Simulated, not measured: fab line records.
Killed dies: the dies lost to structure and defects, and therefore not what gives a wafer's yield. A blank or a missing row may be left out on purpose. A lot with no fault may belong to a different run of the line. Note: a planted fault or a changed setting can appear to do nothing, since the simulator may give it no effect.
Chamber matching ; flow gf180mcu ; GF_V2_CVD_02 on pecvd-03 has 3 sister chambers
The step deposits SiO2 from TEOS, target thk 850 nm, time 94.851 s. 3 wafers are shown with their chamber, then 11 later ones without.

## EACH WAFER AND ITS CHAMBER
wafer;chamber;heater power w (W)
L095.2;1;523
L095.3;2;694
L095.4;0;636

## WAFERS WHOSE CHAMBER IS MISSING
wafer;heater power w (W)
L095.5;559
L095.6;533
L096.1;571
L096.5;662
L096.6;668
L097.1;660
L097.2;553
L097.3;564
L097.4;582
L097.5;607
L097.6;533

## EACH ONE'S CHAMBER
wafer;from the rows above;in truth
L095.5;can't be placed: 1 or 0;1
L095.6;1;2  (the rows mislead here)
L096.1;can't be placed: 1 or 0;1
L096.5;can't be placed: 0 or 2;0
L096.6;can't be placed: 2 or 0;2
L097.1;can't be placed: 0 or 2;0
L097.2;can't be placed: 1 or 0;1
L097.3;can't be placed: 1 or 0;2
L097.4;can't be placed: 0 or 1 or 2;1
L097.5;can't be placed: 0 or 1 or 2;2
L097.6;1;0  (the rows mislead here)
Placed correctly: 0 of 11. From these rows, 9 cannot be placed; in 8 the true chamber is one of the candidates. Placed wrongly: 2.
How it was worked out, from the rows above alone: a wafer's distance from a chamber is the root of the sum, over the readings, of the square of ((its reading less the chamber's mean) divided by the reading's scatter). If the next closest chamber is less than 2 further off than the closest, the wafer can't be placed; otherwise it belongs to the closest. Each chamber's mean is taken over the wafers shown for it. The scatter: root of mean squared gap, hidden wafer to nearest shown wafer, with one shown wafer a chamber.
